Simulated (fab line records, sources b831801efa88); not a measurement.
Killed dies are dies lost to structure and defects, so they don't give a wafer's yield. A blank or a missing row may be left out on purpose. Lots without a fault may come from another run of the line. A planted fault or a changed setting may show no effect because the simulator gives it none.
Which tool did it? | flow sky130 | 13 lots, 39 wafers sampled, at 5 steps of a route of 708

WHAT THE GAUGES READ, wafer by wafer
The record holds no reading of a measuring or inspecting step that can be judged against a usual standard deviation.

WHICH TOOL RAN EACH LOT (tool, then ch and the chambers of the sampled wafers, then the start)
lot  | SKY_FIELD_ISO_CLEAN_20         | SKY_PASSIVATION_CVD_02          | SKY_PASSIVATION_ETCH_11            | SKY_PAD_OPEN_ETCH_07               | SKY_PAD_OPEN_PROBE_99
L908 | wet_bench-04 ch 3, day 2 17:25 | pecvd-03 ch 0,1,2, day 44 14:02 | rie_diel-01 ch 0,1,3, day 45 12:11 | rie_diel-03 ch 2,3, day 46 09:21   | prober-02, day 46 11:40
L909 | wet_bench-04 ch 3, day 2 20:22 | pecvd-02 ch 0,2, day 44 17:05   | rie_diel-01 ch 0,1,2, day 45 15:44 | rie_diel-04 ch 0,1,2, day 46 12:44 | prober-01, day 46 15:08
L910 | wet_bench-04 ch 3, day 3 03:16 | pecvd-02 ch 0,2, day 45 01:02   | rie_diel-04 ch 0,1,3, day 45 22:15 | rie_diel-02 ch 1,3, day 46 19:14   | prober-02, day 46 21:59
L913 | wet_bench-04 ch 1, day 3 17:44 | pecvd-02 ch 0,2, day 45 20:59   | rie_diel-03 ch 0,2,3, day 46 18:05 | rie_diel-04 ch 0,3, day 47 13:54   | prober-01, day 47 16:18
L914 | wet_bench-04 ch 2, day 3 23:44 | pecvd-02 ch 0,2, day 46 08:47   | rie_diel-01 ch 0,2, day 47 05:29   | rie_diel-02 ch 0,3, day 48 00:45   | prober-02, day 48 03:04
L920 | wet_bench-03 ch 3, day 5 07:49 | pecvd-03 ch 1,2, day 47 14:14   | rie_diel-04 ch 0,2, day 48 09:56   | rie_diel-03 ch 1,2,3, day 49 04:03 | prober-02, day 49 06:27
L921 | wet_bench-02 ch 3, day 5 14:10 | pecvd-01 ch 0,1,2, day 47 21:40 | rie_diel-04 ch 0,2,3, day 48 16:56 | rie_diel-02 ch 1,2,3, day 49 11:05 | prober-01, day 49 13:24
L922 | wet_bench-02 ch 3, day 5 19:34 | pecvd-03 ch 0,2, day 48 03:08   | rie_diel-01 ch 0,1,3, day 48 21:41 | rie_diel-02 ch 0,1,3, day 49 15:08 | prober-02, day 49 17:30
L925 | wet_bench-02 ch 2, day 6 08:15 | pecvd-03 ch 0,1, day 48 17:08   | rie_diel-04 ch 0,2, day 49 11:24   | rie_diel-03 ch 0,2, day 50 04:20   | prober-01, day 50 06:54
L926 | wet_bench-02 ch 1, day 6 13:34 | pecvd-03 ch 1,2, day 48 19:21   | rie_diel-04 ch 0,2,3, day 49 13:09 | rie_diel-02 ch 1,2,3, day 50 06:14 | prober-02, day 50 08:33
L927 | wet_bench-02 ch 0, day 6 20:40 | pecvd-02 ch 0,1, day 49 06:40   | rie_diel-03 ch 0,1,3, day 49 23:48 | rie_diel-04 ch 2,3, day 50 15:23   | prober-01, day 50 17:46
L928 | wet_bench-04 ch 1, day 6 23:04 | pecvd-02 ch 0,2, day 49 09:04   | rie_diel-03 ch 0,2,3, day 50 01:44 | rie_diel-03 ch 0,1, day 50 17:59   | prober-02, day 50 20:22
L929 | wet_bench-04 ch 0, day 7 07:13 | pecvd-02 ch 0,1, day 49 17:32   | rie_diel-01 ch 1,2,3, day 50 10:08 | rie_diel-02 ch 0,1,2, day 51 01:33 | prober-01, day 51 03:52
- SKY_FIELD_ISO_CLEAN_20: cleans in dHF, time 20 s.
- SKY_PASSIVATION_CVD_02: deposits Si3N4, target thk 540 nm.
- SKY_PASSIVATION_ETCH_11: etches the open film in CF4/O2, stops on AlCu, target depth 725 nm, time 161.1 s.
- SKY_PAD_OPEN_ETCH_07: etches the open film in CF4/O2, stops on AlCu, target depth 725 nm, time 161.1 s.
- SKY_PAD_OPEN_PROBE_99

WHAT THE TOOLS THEMSELVES READ (means of the sampled wafers that have a number; where no wafer has one, the mark that the record gives instead)
SKY_PASSIVATION_CVD_02.
lot  | tool     | heater_power_w (W)
L908 | pecvd-03 | 856
L909 | pecvd-02 | 584
L910 | pecvd-02 | 577
L913 | pecvd-02 | 587
L914 | pecvd-02 | 601
L920 | pecvd-03 | 843
L921 | pecvd-01 | 718
L922 | pecvd-03 | 787
L925 | pecvd-03 | 831
L926 | pecvd-03 | 807
L927 | pecvd-02 | 665
L928 | pecvd-02 | 606
L929 | pecvd-02 | 640

SKY_PASSIVATION_ETCH_11.
lot  | tool        | drypump_motor_current_A (A) | oes_product_au (a.u.) | throttle_valve_pct (%)
L908 | rie_diel-01 | 5.9                         | 0.982                 | 5.971
L909 | rie_diel-01 | 5.8                         | 0.964                 | 5.966
L910 | rie_diel-04 | 6.0                         | 0.970                 | 5.961
L913 | rie_diel-03 | 5.8                         | 0.978                 | 5.973
L914 | rie_diel-01 | 5.7                         | 0.980                 | 5.956
L920 | rie_diel-04 | 5.9                         | 0.983                 | 5.970
L921 | rie_diel-04 | 5.8                         | 0.974                 | 5.956
L922 | rie_diel-01 | 5.9                         | 0.982                 | 5.956
L925 | rie_diel-04 | 5.9                         | 0.970                 | 5.966
L926 | rie_diel-04 | 5.8                         | 0.980                 | 5.972
L927 | rie_diel-03 | 6.0                         | 0.984                 | 5.966
L928 | rie_diel-03 | 5.8                         | 0.983                 | 5.967
L929 | rie_diel-01 | 6.0                         | 0.981                 | 5.968

SKY_PAD_OPEN_ETCH_07.
lot  | tool        | drypump_motor_current_A (A) | oes_product_au (a.u.) | throttle_valve_pct (%)
L908 | rie_diel-03 | 5.5                         | 0.982                 | 5.964
L909 | rie_diel-04 | 5.8                         | 0.963                 | 5.957
L910 | rie_diel-02 | 5.7                         | 0.968                 | 5.967
L913 | rie_diel-04 | 6.1                         | 0.971                 | 5.968
L914 | rie_diel-02 | 5.5                         | 0.976                 | 5.971
L920 | rie_diel-03 | 5.7                         | 0.983                 | 5.960
L921 | rie_diel-02 | 5.5                         | 0.970                 | 5.962
L922 | rie_diel-02 | 5.6                         | 0.981                 | 5.965
L925 | rie_diel-03 | 5.8                         | 0.974                 | 5.972
L926 | rie_diel-02 | 5.5                         | 0.974                 | 5.971
L927 | rie_diel-04 | 5.5                         | 0.979                 | 5.966
L928 | rie_diel-03 | 5.9                         | 0.978                 | 5.958
L929 | rie_diel-02 | 5.5                         | 0.977                 | 5.959

SKY_PAD_OPEN_PROBE_99.
lot  | tool      | killed_at_M0_to_M3 | killed_at_M4_up | killed_at_contacts | killed_at_front_end | killed_at_other | killed_dies | killed_open | killed_short
L908 | prober-02 | 43                 | 2.7             | 24                 | 18                  | 0.0             | 88          | 45          | 43
L909 | prober-01 | 38                 | 1.3             | 24                 | 17                  | 0.3             | 81          | 44          | 36
L910 | prober-02 | 31                 | 2.3             | 28                 | 59                  | 0.3             | 121         | 44          | 35
L913 | prober-01 | 42                 | 2.0             | 24                 | 72                  | 0.7             | 141         | 47          | 34
L914 | prober-02 | 29                 | 2.7             | 16                 | 81                  | 0.0             | 128         | 28          | 33
L920 | prober-02 | 35                 | 2.7             | 27                 | 10                  | 0.3             | 75          | 41          | 34
L921 | prober-01 | 41                 | 3.7             | 21                 | 17                  | 0.0             | 83          | 43          | 40
L922 | prober-02 | 42                 | 5.0             | 25                 | 12                  | 0.3             | 84          | 45          | 39
L925 | prober-01 | 55                 | 2.7             | 23                 | 17                  | 0.7             | 98          | 51          | 47
L926 | prober-02 | 44                 | 2.3             | 30                 | 14                  | 0.7             | 91          | 52          | 39
L927 | prober-01 | 41                 | 2.3             | 22                 | 13                  | 0.7             | 79          | 40          | 40
L928 | prober-02 | 42                 | 2.3             | 27                 | 13                  | 0.0             | 84          | 43          | 41
L929 | prober-01 | 43                 | 2.7             | 29                 | 11                  | 0.3             | 86          | 54          | 32

THE ANSWER, worked out from the rows above alone
Rule: what is usual is taken from the lots themselves. Put in order of their means at a reading, lots are off if they are a third of the lots or fewer, leave a main group of 4 or more, and stand apart from it by a gap of 3 or more times the standard deviation of the main group's means; of several such gaps the widest counts. A main group whose means are all the same, to the digits that the tables above print for the reading, isn't used. A lot without any number at a reading at which 4 lots or more have one is off too. The other lots that the step has rows for count as sound. The gauges are gone through in route order, then the tools' own readings, and for those a lot's mean is taken as printed above. The first step at which some lot is off is used, and at that step the reading that is off furthest; a lot without a number counts as furthest.
Off: L910, L913, L914, at SKY_PAD_OPEN_PROBE_99 (killed_at_front_end). The main group: mean 14, standard deviation 2.7.
A tool fits if, at that step or a process step before it, it ran every lot that is off, and no sound lot after the first of them. None of those tried fits.

WHAT THE SIMULATOR HAD PUT IN
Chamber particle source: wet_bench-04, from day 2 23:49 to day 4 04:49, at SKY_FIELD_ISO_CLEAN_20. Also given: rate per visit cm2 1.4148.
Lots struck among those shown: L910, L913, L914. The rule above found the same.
